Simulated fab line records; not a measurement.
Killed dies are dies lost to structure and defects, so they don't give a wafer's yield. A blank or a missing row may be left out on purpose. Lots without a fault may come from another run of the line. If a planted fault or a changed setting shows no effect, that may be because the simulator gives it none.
fab line records + flow sky130
record:
- lots: 11
- wafers: 33
- last-day: 50
route steps=708 shown METAL2@503 VIA2@521 CAPM@541 PAD_OPEN@708
lots untouched by any fault: they come from a run of this same line in which no faults occurred
start-h: start of the lot's first displayed wafer, in hours after the record's first day + wait-h: hours since the lot's step before + " unchanged from the row above + L1.1+2: several wafers, shown together as one row + - no value, or no start was given + * or withheld: withheld + < > ~ a bound
route shown NAME@n: names a module that has steps shown in the file, with the first one's number in the route + usual: mean and standard deviation over wafers with no fault + same: alike in all rows + chamber/n: place in a boat + sites: each site's reading + _std_site: the values' standard deviation + _edge_site: inner sites' mean taken away from outer sites' mean + radius-mm: for every site, how far away it sits from the centre of the wafer + mask NAME#n: copy n + behind: the last tool/chamber to shape the wafer + hold: reason for holding the lot/hours on hold/outcome of the hold + device: transistor that didn't switch, given as n, p or np + end of line: at the end of the route, the tests of the same wafers + a step given without rows: its recipe and nothing more + killed: dies that structure and defects cost at the first sort, which is not the same as the wafer's yield + map: a wafer's dies, marking killed ones x, the rest . and places with no die _
set.NAME: the run value of the setting; set.NAME@STEP: its run value at that earlier step + model.NAME: the simulator's own value behind a step, which no gauge read
one table for each step of the route and one row for each wafer, over a sample of lots
services: from which hour (start-h, from the record's first day; less than 0 if before it) a tool's chamber was out of use, for how many hours, and why
== steps ==
step: SKY_METAL2_STRIP_20
recipe:
- chemistry: O2/N2
- power-w: 1400
- pressure-mtorr: 1500
- platen-temp-c: withheld
- o2-flow-sccm: 3000
- n2-flow-sccm: 300
- overash-fraction: 0.5
usual:
- drypump-motor-current-A: 5.88/0.21
- oes-product-au: 0.344/0.0049
- strip-time-to-endpoint-s: 2.706/0.028
| lot.wafer | tool            | chamber | start-h | wait-h | drypump-motor-current-A | oes-product-au | rf-hours-counter-h | strip-time-to-endpoint-s |
|-----------|-----------------|---------|---------|--------|-------------------------|----------------|--------------------|--------------------------|
| L862.1    | plasma-asher-03 | 1       | 814.00  | 0.1    | 6.27                    | 0.347          | 104                | 2.697                    |
| L862.2    | "               | 0       | "       | "      | 5.62                    | 0.345          | 104                | 2.737                    |
| L862.6    | "               | 1       | "       | "      | 6.27                    | 0.345          | -                  | 2.750                    |
| L864.1    | plasma-asher-04 | 1       | 833.76  | 0.1    | 5.94                    | 0.345          | 70                 | 2.769                    |
| L864.4    | "               | 1       | "       | "      | 5.92                    | 0.347          | -                  | 2.718                    |
| L864.5    | "               | 0       | "       | "      | 5.94                    | 0.344          | -                  | 2.743                    |
| L865.1    | plasma-asher-02 | 0       | 850.25  | 0.1    | 5.67                    | 0.348          | 11                 | 2.730                    |
| L865.2    | "               | 1       | "       | "      | 5.90                    | 0.335          | 11                 | 2.710                    |
| L865.3    | "               | 1       | "       | "      | 5.88                    | 0.345          | -                  | 2.680                    |
| L869.2    | plasma-asher-03 | 0       | 873.94  | 0.1    | 5.59                    | 0.348          | 110                | 2.752                    |
| L869.3    | "               | 1       | "       | "      | 6.24                    | 0.342          | -                  | 2.723                    |
| L869.5    | "               | 0       | "       | "      | 5.62                    | 0.347          | -                  | 2.741                    |
| L870.1    | plasma-asher-04 | 0       | 884.16  | 0.1    | 5.90                    | 0.342          | 75                 | 2.687                    |
| L870.2    | "               | 1       | "       | "      | 5.90                    | 0.345          | 75                 | 2.688                    |
| L870.4    | "               | 1       | "       | "      | 5.91                    | 0.337          | -                  | 2.672                    |
| L871.3    | plasma-asher-03 | 1       | 895.44  | 0.1    | 6.25                    | 0.342          | -                  | 2.687                    |
| L871.5    | "               | 1       | "       | "      | 6.26                    | 0.341          | -                  | 2.695                    |
| L871.6    | "               | 0       | "       | "      | 5.62                    | 0.347          | -                  | 2.715                    |
| L873.3    | plasma-asher-03 | 1       | 906.69  | 0.1    | 6.27                    | 0.340          | -                  | 2.665                    |
| L873.5    | "               | 0       | "       | "      | 5.61                    | 0.345          | -                  | 2.714                    |
| L873.6    | "               | 1       | "       | "      | 6.25                    | 0.345          | -                  | 2.699                    |
| L881.1    | plasma-asher-02 | 0       | 968.60  | 0.1    | 5.70                    | 0.348          | 22                 | 2.652                    |
| L881.2    | "               | 1       | "       | "      | 5.92                    | 0.345          | 22                 | 2.663                    |
| L881.5    | "               | 0       | "       | "      | 5.69                    | 0.348          | -                  | 2.699                    |
| L882.1    | plasma-asher-04 | 0       | 980.10  | 0.1    | 5.94                    | 0.353          | 85                 | 2.671                    |
| L882.2    | "               | 1       | "       | "      | 5.93                    | 0.339          | 85                 | 2.649                    |
| L882.3    | "               | 0       | "       | "      | 5.93                    | 0.341          | -                  | 2.686                    |
| L884.2    | plasma-asher-02 | 1       | 985.55  | 0.1    | 5.90                    | 0.348          | 24                 | 2.667                    |
| L884.3    | "               | 0       | "       | "      | 5.69                    | 0.349          | -                  | 2.666                    |
| L884.6    | "               | 1       | "       | "      | 5.87                    | 0.348          | -                  | 2.694                    |
| L883.3    | plasma-asher-02 | 1       | 995.45  | 0.1    | 5.93                    | 0.343          | -                  | 2.692                    |
| L883.5    | "               | 1       | "       | "      | 5.89                    | 0.340          | -                  | 2.669                    |
| L883.6    | "               | 0       | "       | "      | 5.69                    | 0.346          | -                  | 2.709                    |
step: SKY_VIA2_ETCH_14
recipe:
- chemistry: N2/H2
- target: BARC
- ion-energy-ev: 200
- source-w: 500
- bias-w: 100
- pressure-mtorr: 30
- n2-flow-sccm: 100
- h2-flow-sccm: 200
- stop-on: SiO2
- time-s: 45.9
- target-depth-a: 600
usual:
- bias-w: 99.98/0.3
- drypump-motor-current-A: 5.6/0.39
- oes-product-au: 0.853/0.0047
- throttle-valve-pct: 13.224/0.009
| lot.wafer | tool        | chamber | start-h | wait-h | bias-w | drypump-motor-current-A | oes-product-au | rf-hours-counter-h | throttle-valve-pct |
|-----------|-------------|---------|---------|--------|--------|-------------------------|----------------|--------------------|--------------------|
| L862.1    | rie-diel-03 | 3       | 841.22  | 0.0    | 100.22 | 5.5                     | 0.848          | 7                  | 13.211             |
| L862.2    | "           | 1       | "       | "      | 99.33  | 6.0                     | 0.847          | 5                  | 13.220             |
| L862.6    | "           | 1       | "       | "      | 99.75  | 6.0                     | 0.847          | -                  | 13.220             |
| L864.1    | rie-diel-03 | 3       | 860.51  | 0.0    | 99.36  | 5.5                     | 0.859          | 8                  | 13.218             |
| L864.4    | "           | 1       | "       | "      | 99.86  | 6.0                     | 0.851          | 6                  | 13.227             |
| L864.5    | "           | 3       | "       | "      | 99.65  | 5.5                     | 0.856          | -                  | 13.231             |
| L865.1    | rie-diel-04 | 3       | 877.85  | 0.0    | 100.03 | 5.3                     | 0.858          | 4                  | 13.235             |
| L865.2    | "           | 0       | "       | "      | 99.64  | 5.9                     | 0.855          | 9                  | 13.214             |
| L865.3    | "           | 1       | "       | "      | 100.30 | 5.6                     | 0.863          | 5                  | 13.218             |
| L869.2    | rie-diel-04 | 1       | 901.32  | 0.0    | 100.12 | 5.7                     | 0.857          | 5                  | 13.228             |
| L869.3    | "           | 0       | "       | "      | 100.15 | 5.9                     | 0.854          | 9                  | 13.237             |
| L869.5    | "           | 2       | "       | "      | 100.01 | 5.7                     | 0.849          | -                  | 13.231             |
| L870.1    | rie-diel-02 | 1       | 911.35  | 0.0    | 100.22 | 6.5                     | 0.853          | 17                 | 13.223             |
| L870.2    | "           | 0       | "       | "      | 99.72  | 4.9                     | 0.853          | 13                 | 13.216             |
| L870.4    | "           | 2       | "       | "      | 100.58 | 5.8                     | 0.857          | 19                 | 13.214             |
| L871.3    | rie-diel-03 | 3       | 921.66  | 0.0    | 100.22 | 5.5                     | 0.863          | 9                  | 13.222             |
| L871.5    | "           | 3       | "       | "      | 100.20 | 5.5                     | 0.861          | -                  | 13.230             |
| L871.6    | "           | 0       | "       | "      | 100.02 | 5.3                     | 0.849          | -                  | 13.225             |
| L873.3    | rie-diel-02 | 1       | 933.57  | 0.0    | 100.34 | 6.4                     | 0.852          | 18                 | 13.219             |
| L873.5    | "           | 3       | "       | "      | 99.86  | 4.8                     | 0.854          | -                  | 13.227             |
| L873.6    | "           | 0       | "       | "      | 100.03 | 4.9                     | 0.854          | -                  | 13.231             |
| L881.1    | rie-diel-03 | 2       | 993.60  | 0.0    | 100.00 | 5.7                     | 0.861          | 8                  | 13.218             |
| L881.2    | "           | 1       | "       | "      | 99.91  | 6.1                     | 0.857          | 9                  | 13.221             |
| L881.5    | "           | 1       | "       | "      | 99.84  | 6.0                     | 0.856          | -                  | 13.226             |
| L882.1    | rie-diel-04 | 3       | 1005.11 | 0.0    | 99.87  | 5.2                     | 0.857          | 8                  | 13.227             |
| L882.2    | "           | 1       | "       | "      | 99.87  | 5.7                     | 0.855          | 8                  | 13.225             |
| L882.3    | "           | 2       | "       | "      | 100.08 | 5.7                     | 0.852          | 15                 | 13.239             |
| L884.2    | rie-diel-02 | 3       | 1010.00 | 0.0    | 100.05 | 4.8                     | 0.853          | 24                 | 13.222             |
| L884.3    | "           | 2       | "       | "      | 99.84  | 5.8                     | 0.849          | 22                 | 13.227             |
| L884.6    | "           | 2       | "       | "      | 99.72  | 5.8                     | 0.847          | -                  | 13.224             |
| L883.3    | rie-diel-02 | 2       | 1019.06 | 0.0    | 100.52 | 5.9                     | 0.844          | 23                 | 13.231             |
| L883.5    | "           | 1       | "       | "      | 99.94  | 6.5                     | 0.856          | -                  | 13.219             |
| L883.6    | "           | 0       | "       | "      | 100.05 | 5.0                     | 0.848          | -                  | 13.231             |
step: SKY_VIA2_CMP_24
recipe:
- stop-on: SiO2
- t-overpolish-s: 20
- down-force-psi: 3.5
- platen-rpm: 60
- target-thk-nm: 0
- pad-velocity-m-s: 0.94248
usual:
- head-pressure-psi: 3.500/0.0072
- motor-current-A: 10.9/0.97
- overpolish-run-s: 19.999/0.0087
- t-overpolish-s: 20/0
- time-to-endpoint-s: 100/4.4
| lot.wafer | tool   | chamber | start-h | wait-h | head-pressure-psi | motor-current-A | overpolish-run-s | t-overpolish-s | time-to-endpoint-s |
|-----------|--------|---------|---------|--------|-------------------|-----------------|------------------|----------------|--------------------|
| L862.1    | cmp-01 | 2       | 842.36  | 0.1    | 3.493             | 13.3            | 19.994           | 20             | 98                 |
| L862.2    | "      | 3       | "       | "      | 3.506             | 9.9             | 20.003           | 20             | 98                 |
| L862.6    | "      | 2       | "       | "      | 3.485             | 12.2            | 20.004           | 20             | 97                 |
| L864.4    | cmp-01 | 1       | 861.57  | 0.0    | 3.500             | 11.5            | 20.000           | 20             | 98                 |
| L864.1    | "      | 2       | "       | "      | 3.502             | 11.7            | 20.014           | 20             | 94                 |
| L864.5    | "      | 2       | "       | "      | 3.498             | 12.4            | 20.002           | 20             | 98                 |
| L865.3    | cmp-01 | 3       | 879.00  | 0.1    | 3.489             | 9.9             | 19.994           | 20             | 106                |
| L865.1    | "      | 0       | "       | "      | 3.499             | 10.1            | 19.990           | 20             | 109                |
| L865.2    | "      | 1       | "       | "      | 3.505             | 10.8            | 20.001           | 20             | 105                |
| L869.3    | cmp-01 | 1       | 902.74  | 0.4    | 3.502             | 11.3            | 20.004           | 20             | 112                |
| L869.2    | "      | 2       | "       | "      | 3.501             | 12.0            | 20.000           | 20             | 107                |
| L869.5    | "      | 0       | "       | "      | 3.503             | 9.3             | 19.997           | 20             | 109                |
| L870.1    | cmp-01 | 2       | 912.42  | 0.1    | 3.505             | 11.9            | 11.086           | 11.086         | 96                 |
| L870.2    | "      | 3       | "       | "      | 3.515             | 9.9             | 11.100           | 11.086         | 93                 |
| L870.4    | "      | 1       | "       | "      | 3.499             | 11.2            | 11.097           | 11.086         | 100                |
| L871.3    | cmp-01 | 3       | 923.26  | 0.4    | 3.500             | 9.9             | 11.070           | 11.086         | 92                 |
| L871.6    | "      | 1       | "       | "      | 3.516             | 11.5            | 11.080           | 11.086         | 97                 |
| L871.5    | "      | 2       | "       | "      | 3.491             | 11.7            | 11.083           | 11.086         | 97                 |
| L873.3    | cmp-01 | 2       | 934.70  | 0.1    | 3.509             | 12.1            | 11.084           | 11.086         | 99                 |
| L873.6    | "      | 1       | "       | "      | 3.499             | 11.1            | 11.071           | 11.086         | 97                 |
| L873.5    | "      | 2       | "       | "      | 3.494             | 11.4            | 11.087           | 11.086         | 100                |
| L881.2    | cmp-02 | 0       | 994.69  | 0.0    | 3.489             | 12.2            | 20.012           | 20             | 97                 |
| L881.1    | "      | 1       | "       | "      | 3.504             | 10.4            | 19.994           | 20             | 99                 |
| L881.5    | "      | 1       | "       | "      | 3.495             | 9.8             | 20.003           | 20             | 105                |
| L882.2    | cmp-01 | 0       | 1006.24 | 0.0    | 3.496             | 9.9             | 20.004           | 20             | 98                 |
| L882.3    | "      | 1       | "       | "      | 3.498             | 11.2            | 20.005           | 20             | 106                |
| L882.1    | "      | 3       | "       | "      | 3.510             | 10.5            | 20.003           | 20             | 99                 |
| L884.3    | cmp-01 | 2       | 1011.35 | 0.1    | 3.512             | 11.9            | 20.001           | 20             | 96                 |
| L884.2    | "      | 3       | "       | "      | 3.503             | 10.0            | 19.990           | 20             | 95                 |
| L884.6    | "      | 0       | "       | "      | 3.500             | 9.9             | 19.998           | 20             | 99                 |
| L883.3    | cmp-01 | 1       | 1020.18 | 0.1    | 3.507             | 11.5            | 19.983           | 20             | 102                |
| L883.5    | "      | 0       | "       | "      | 3.499             | 10.0            | 20.003           | 20             | 97                 |
| L883.6    | "      | 1       | "       | "      | 3.488             | 11.7            | 20.006           | 20             | 97                 |
step: SKY_CAPM_THK_MEAS_04
recipe:
- thk-meas-gauge: xrf
- reads: TiN_of_CAPM_SPUTTER_02
usual:
- CAPM_TIN_THK: 197.9/2.3
| lot.wafer | tool          | chamber | start-h | wait-h | CAPM_TIN_THK[nm] |
|-----------|---------------|---------|---------|--------|------------------|
| L862.1    | film-metro-04 | -       | 843.14  | 0.1    | 198.1            |
| L862.2    | "             | -       | "       | "      | 199.0            |
| L862.6    | "             | -       | "       | "      | 198.3            |
| L864.1    | film-metro-04 | -       | 862.34  | 0.1    | 198.6            |
| L864.4    | "             | -       | "       | "      | 199.7            |
| L864.5    | "             | -       | "       | "      | 197.8            |
| L865.1    | film-metro-02 | -       | 879.72  | 0.1    | 202.1            |
| L865.2    | "             | -       | "       | "      | 201.5            |
| L865.3    | "             | -       | "       | "      | 201.0            |
| L869.2    | film-metro-02 | -       | 903.41  | 0.1    | 197.1            |
| L869.3    | "             | -       | "       | "      | 198.3            |
| L869.5    | "             | -       | "       | "      | 198.9            |
| L870.1    | film-metro-02 | -       | 913.18  | 0.1    | 198.4            |
| L870.2    | "             | -       | "       | "      | 193.9            |
| L870.4    | "             | -       | "       | "      | 197.6            |
| L871.3    | film-metro-02 | -       | 923.95  | 0.1    | 201.7            |
| L871.5    | "             | -       | "       | "      | 202.7            |
| L871.6    | "             | -       | "       | "      | 202.4            |
| L873.3    | film-metro-01 | -       | 935.43  | 0.1    | 192.4            |
| L873.5    | "             | -       | "       | "      | 195.2            |
| L873.6    | "             | -       | "       | "      | 192.8            |
| L881.1    | film-metro-02 | -       | 995.45  | 0.1    | 199.9            |
| L881.2    | "             | -       | "       | "      | 199.3            |
| L881.5    | "             | -       | "       | "      | 199.5            |
| L882.1    | film-metro-01 | -       | 1007.01 | 0.1    | 198.9            |
| L882.2    | "             | -       | "       | "      | 197.2            |
| L882.3    | "             | -       | "       | "      | 195.6            |
| L884.2    | film-metro-02 | -       | 1012.02 | 0.1    | 198.2            |
| L884.3    | "             | -       | "       | "      | 198.9            |
| L884.6    | "             | -       | "       | "      | 199.1            |
| L883.3    | film-metro-02 | -       | 1020.92 | 0.1    | 200.3            |
| L883.5    | "             | -       | "       | "      | 199.0            |
| L883.6    | "             | -       | "       | "      | 200.9            |
step: SKY_PAD_OPEN_PROBE_99
usual:
- defect-limited-yield: 82.5/2.1
- killed_at_M0_to_M3: 43/7.7
- killed_at_M4_up: 2.9/1.9
- killed-at-contacts: 24/5.9
- killed-at-front-end: 16/5.1
- killed-at-other: 0.3/0.63
- killed-dies: 86/10
- killed-open: 47/7.6
- killed-short: 39/6.8
- sort_bin_3_pad_short: 0.8/0.44
- sort_bin_5_function: 10.4/1.6
- sort_bin_6_memory: 6.3/1.1
- sort-n-pass: 406/10
- sort-yield-pct: 82.5/2.1
same:
- gross-dies: 492
- killed-at-back-side: 0
- sort_bin_4_leakage[%]: 0
- sort_bin_8_speed[%]: 0
| lot.wafer | tool      | chamber | start-h | wait-h | defect-limited-yield[%] | killed_at_M0_to_M3 | killed_at_M4_up | killed-at-contacts | killed-at-front-end | killed-at-other | killed-dies | killed-open | killed-short | sort_bin_3_pad_short[%] | sort_bin_5_function[%] | sort_bin_6_memory[%] | sort-n-pass | sort-yield-pct[%] |
|-----------|-----------|---------|---------|--------|-------------------------|--------------------|-----------------|--------------------|---------------------|-----------------|-------------|-------------|--------------|-------------------------|------------------------|----------------------|-------------|-------------------|
| L864.1    | prober-02 | -       | 1085.12 | 0.1    | 83.9                    | 43                 | 4               | 19                 | 13                  | 0               | 79          | 39          | 40           | 0.8                     | 9.1                    | 6.1                  | 413         | 83.9              |
| L864.4    | prober-02 | -       | 1085.27 | 0.2    | 86.4                    | 39                 | 0               | 13                 | 15                  | 0               | 67          | 40          | 27           | 0.8                     | 6.9                    | 5.9                  | 425         | 86.4              |
| L864.5    | prober-02 | -       | 1085.32 | 0.2    | 82.7                    | 34                 | 2               | 27                 | 22                  | 0               | 85          | 41          | 44           | 1.2                     | 10.0                   | 6.1                  | 407         | 82.7              |
| L870.1    | prober-02 | -       | 1125.94 | 0.1    | 81.5                    | 53                 | 4               | 26                 | 8                   | 0               | 91          | 61          | 29           | 0.6                     | 12.0                   | 5.9                  | 401         | 81.5              |
| L870.2    | prober-02 | -       | 1125.99 | 0.1    | 80.9                    | 58                 | 0               | 27                 | 9                   | 0               | 94          | 48          | 46           | 0.4                     | 12.0                   | 6.7                  | 398         | 80.9              |
| L870.4    | prober-02 | -       | 1126.09 | 0.2    | 84.3                    | 34                 | 6               | 24                 | 13                  | 0               | 77          | 49          | 27           | 0.6                     | 11.0                   | 4.1                  | 415         | 84.3              |
| L873.3    | prober-01 | -       | 1145.76 | 0.2    | 81.7                    | 39                 | 5               | 20                 | 25                  | 1               | 90          | 47          | 41           | 1.4                     | 9.3                    | 7.5                  | 402         | 81.7              |
| L873.5    | prober-01 | -       | 1145.86 | 0.2    | 83.9                    | 41                 | 3               | 17                 | 18                  | 0               | 79          | 39          | 40           | 0.4                     | 11.0                   | 4.7                  | 413         | 83.9              |
| L873.6    | prober-01 | -       | 1145.91 | 0.2    | 81.1                    | 35                 | 6               | 26                 | 26                  | 0               | 93          | 50          | 43           | 0.6                     | 11.0                   | 7.3                  | 399         | 81.1              |
| L882.1    | prober-02 | -       | 1194.30 | 0.1    | 80.7                    | 50                 | 3               | 21                 | 20                  | 1               | 95          | 55          | 40           | 0.6                     | 12.0                   | 6.7                  | 397         | 80.7              |
| L882.2    | prober-02 | -       | 1194.35 | 0.1    | 82.3                    | 47                 | 2               | 22                 | 16                  | 0               | 87          | 47          | 39           | 1.2                     | 10.8                   | 5.7                  | 405         | 82.3              |
| L882.3    | prober-02 | -       | 1194.40 | 0.2    | 83.7                    | 38                 | 2               | 24                 | 16                  | 0               | 80          | 35          | 45           | 1.0                     | 9.6                    | 5.7                  | 412         | 83.7              |
| L884.2    | prober-01 | -       | 1198.62 | 0.1    | 82.5                    | 44                 | 3               | 24                 | 15                  | 0               | 86          | 51          | 32           | 0.2                     | 10.4                   | 6.9                  | 406         | 82.5              |
| L884.3    | prober-01 | -       | 1198.67 | 0.2    | 83.5                    | 56                 | 0               | 16                 | 9                   | 0               | 81          | 51          | 29           | 0.4                     | 8.9                    | 7.1                  | 411         | 83.5              |
| L884.6    | prober-01 | -       | 1198.82 | 0.2    | 81.3                    | 44                 | 1               | 30                 | 17                  | 0               | 92          | 48          | 42           | 0.8                     | 11.6                   | 6.3                  | 400         | 81.3              |
| L883.3    | prober-02 | -       | 1203.16 | 0.2    | 83.7                    | 39                 | 4               | 19                 | 18                  | 0               | 80          | 35          | 45           | 0.8                     | 10.4                   | 5.1                  | 412         | 83.7              |
| L883.5    | prober-02 | -       | 1203.26 | 0.2    | 82.7                    | 33                 | 4               | 25                 | 23                  | 0               | 85          | 38          | 47           | 0.8                     | 10.8                   | 5.7                  | 407         | 82.7              |
| L883.6    | prober-02 | -       | 1203.31 | 0.2    | 83.5                    | 31                 | 3               | 25                 | 22                  | 0               | 81          | 46          | 35           | 0.8                     | 10.6                   | 5.1                  | 411         | 83.5              |
killed by level:class
L864.1 VIA1:geometric-particle:open=13 LI_CONTACT:geometric-particle:short=6 FIELD_ISO:geometric-particle:open=5 VIA3:geometric-particle:short=5 CONTACT:geometric-particle:open=5 METAL2:geometric-particle:short=5 CONTACT:geometric-particle:short=4 VIA2:geometric-particle:open=4
L864.4 VIA1:geometric-particle:open=8 VIA3:geometric-particle:open=6 LI_CONTACT:geometric-particle:open=6 FIELD_ISO:geometric-particle:open=5 METAL1:geometric-particle:short=5 METAL2:geometric-particle:short=5 VIA2:geometric-particle:open=4 CONTACT:geometric-particle:open=4
L864.5 FIELD_ISO:geometric-particle:open=9 LI_CONTACT:geometric-particle:open=7 CONTACT:geometric-particle:open=7 METAL2:geometric-particle:short=7 LI_CONTACT:geometric-particle:short=6 METAL1:geometric-particle:short=6 VIA3:geometric-particle:open=6 CONTACT:geometric-particle:short=4
L870.1 VIA1:geometric-particle:open=19 CONTACT:geometric-particle:open=13 LI_CONTACT:geometric-particle:open=7 VIA3:geometric-particle:open=7 VIA1:geometric-particle:short=5 VIA2:geometric-particle:short=5 CONTACT:geometric-particle:short=4 METAL1:geometric-particle:open=3
L870.2 CONTACT:geometric-particle:open=13 VIA1:geometric-particle:open=9 METAL2:geometric-particle:short=9 VIA1:geometric-particle:short=8 VIA2:geometric-particle:open=7 LI_CONTACT:geometric-particle:open=6 VIA2:geometric-particle:short=6 VIA3:geometric-particle:open=6
L870.4 VIA1:geometric-particle:open=11 CONTACT:geometric-particle:open=9 VIA3:geometric-particle:open=6 LI_CONTACT:geometric-particle:open=5 VIA2:geometric-particle:open=5 CONTACT:geometric-particle:short=4 METAL4:geometric-particle:short=4 FIELD_ISO:geometric-particle:short=3
L873.3 VIA2:geometric-particle:open=7 CONTACT:geometric-particle:open=7 FIELD_ISO:geometric-particle:open=6 POLY_GATE:geometric-particle:short=6 METAL1:geometric-particle:short=6 FIELD_ISO:geometric-particle:short=5 LI_CONTACT:geometric-particle:open=5 VIA1:geometric-particle:open=5
L873.5 VIA1:geometric-particle:open=11 METAL1:geometric-particle:short=7 VIA3:geometric-particle:open=7 FIELD_ISO:geometric-particle:short=6 FIELD_ISO:geometric-particle:open=5 CONTACT:geometric-particle:short=5 POLY_GATE:geometric-particle:short=4 LI_CONTACT:geometric-particle:open=4
L873.6 CONTACT:geometric-particle:open=15 FIELD_ISO:geometric-particle:short=8 POLY_GATE:geometric-particle:short=7 VIA3:geometric-particle:open=7 LI_CONTACT:geometric-particle:open=5 VIA2:geometric-particle:open=5 VIA1:geometric-particle:open=5 METAL2:geometric-particle:short=5
L882.1 VIA1:geometric-particle:open=12 POLY_GATE:geometric-particle:open=8 VIA2:geometric-particle:open=8 METAL2:geometric-particle:short=6 LI_CONTACT:geometric-particle:open=5 VIA3:geometric-particle:open=5 CONTACT:geometric-particle:short=5 POLY_GATE:geometric-particle:short=4
L882.2 VIA1:geometric-particle:open=11 VIA3:geometric-particle:open=6 VIA2:geometric-particle:open=6 LOCAL_INTERCONNECT:geometric-particle:short=5 CONTACT:geometric-particle:open=5 METAL1:geometric-particle:short=5 METAL2:geometric-particle:short=5 FIELD_ISO:geometric-particle:short=4
L882.3 METAL2:geometric-particle:short=10 CONTACT:geometric-particle:open=9 VIA1:geometric-particle:open=8 FIELD_ISO:geometric-particle:short=5 LI_CONTACT:geometric-particle:short=5 FIELD_ISO:geometric-particle:open=4 LI_CONTACT:geometric-particle:open=4 METAL1:geometric-particle:short=4
L884.2 CONTACT:geometric-particle:open=11 VIA1:geometric-particle:open=10 VIA2:geometric-particle:open=7 LI_CONTACT:geometric-particle:open=6 METAL2:geometric-particle:short=6 VIA1:geometric-particle:short=5 VIA2:geometric-particle:short=5 VIA3:geometric-particle:open=5
L884.3 VIA1:geometric-particle:open=16 VIA2:geometric-particle:open=8 METAL2:geometric-particle:short=7 CONTACT:geometric-particle:open=6 VIA3:geometric-particle:open=6 VIA1:geometric-particle:short=5 METAL2:geometric-particle:open=5 METAL3:geometric-particle:short=4
L884.6 CONTACT:geometric-particle:open=10 LI_CONTACT:geometric-particle:open=9 VIA2:geometric-particle:open=9 VIA1:geometric-particle:short=8 FIELD_ISO:geometric-particle:short=7 VIA1:geometric-particle:open=7 VIA2:geometric-particle:short=6 LI_CONTACT:geometric-particle:short=5
L883.3 VIA2:geometric-particle:short=6 CONTACT:geometric-particle:open=6 METAL1:geometric-particle:short=6 POLY_GATE:geometric-particle:open=5 VIA3:geometric-particle:open=5 POLY_GATE:geometric-particle:short=4 VIA1:geometric-particle:short=4 VIA1:geometric-particle:open=4
L883.5 CONTACT:geometric-particle:short=8 POLY_GATE:geometric-particle:short=7 CONTACT:geometric-particle:open=7 LI_CONTACT:geometric-particle:open=6 VIA2:geometric-particle:open=6 FIELD_ISO:geometric-particle:short=5 METAL1:geometric-particle:short=5 VIA1:geometric-particle:short=5
L883.6 VIA1:geometric-particle:open=8 FIELD_ISO:geometric-particle:short=7 LI_CONTACT:geometric-particle:open=7 POLY_GATE:geometric-particle:open=6 VIA2:geometric-particle:open=6 VIA3:geometric-particle:open=6 LI_CONTACT:geometric-particle:short=5 CONTACT:geometric-particle:open=4
== services ==
| tool            | chamber | start-h | hours | kind   |
|-----------------|---------|---------|-------|--------|
| rie-diel-02     | -       | 827.03  | 2.8   | pm     |
| rie-diel-03     | -       | 837.37  | 0.8   | repair |
| cmp-02          | -       | 844.24  | 2.1   | repair |
| cmp-02          | -       | 847.73  | 1.6   | repair |
| rie-diel-02     | 1       | 852.92  | 15.3  | repair |
| cmp-01          | -       | 858.16  | 1.7   | repair |
| rie-diel-03     | 2       | 862.82  | 3.9   | repair |
| cmp-01          | -       | 865.34  | 2.3   | pm     |
| plasma-asher-02 | -       | 882.94  | 11.7  | repair |
| plasma-asher-02 | -       | 892.36  | 1.6   | repair |
| cmp-02          | -       | 893.34  | 0.5   | repair |
| cmp-02          | -       | 900.93  | 1.7   | repair |
| plasma-asher-04 | -       | 908.12  | 2.8   | pm     |
| cmp-02          | -       | 912.00  | 4.0   | pm     |
| cmp-02          | -       | 916.00  | 7.4   | pm     |
| rie-diel-03     | 2       | 918.66  | 5.6   | repair |
| cmp-01          | -       | 927.79  | 3.9   | repair |
| cmp-01          | -       | 930.71  | 2.6   | repair |
| rie-diel-02     | 1       | 942.26  | 4.1   | repair |
| rie-diel-04     | 1       | 949.37  | 11.5  | repair |
| rie-diel-02     | 0       | 981.83  | 18.1  | repair |
| rie-diel-02     | -       | 992.20  | 0.8   | repair |
| plasma-asher-04 | -       | 1002.08 | 1.7   | repair |
| plasma-asher-04 | -       | 1003.76 | 15.6  | pm     |
== key ==
first-sign:
- step: SKY_VIA2_CMP_24
- reading: t-overpolish-s
- direction: down
- sigmas: 99+
- usual: 20
- struck: 11.086
effect:
- step: SKY_VIA2_CMP_24
- reading: overpolish-run-s
- direction: down
- sigmas: 99+
- usual: 19.999
- struck: 11.084
met-at SKY_VIA2_CMP_24
struck-lots L870,L871,L873
not-acting-at SKY_METAL2_STRIP_20,SKY_VIA2_ETCH_14,SKY_CAPM_THK_MEAS_04
onset-between 902.74 912.42
fault:
- kind: process-parameter-drift
- tool: cmp-01
- chamber: -
- onset-h: 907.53
- steps: SKY_VIA2_CMP_24
- channel: t-overpolish-s
- offset: -8.9136
- shape: step
- end-h: 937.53
- acts-in: these-recipes-only
- stated: 20
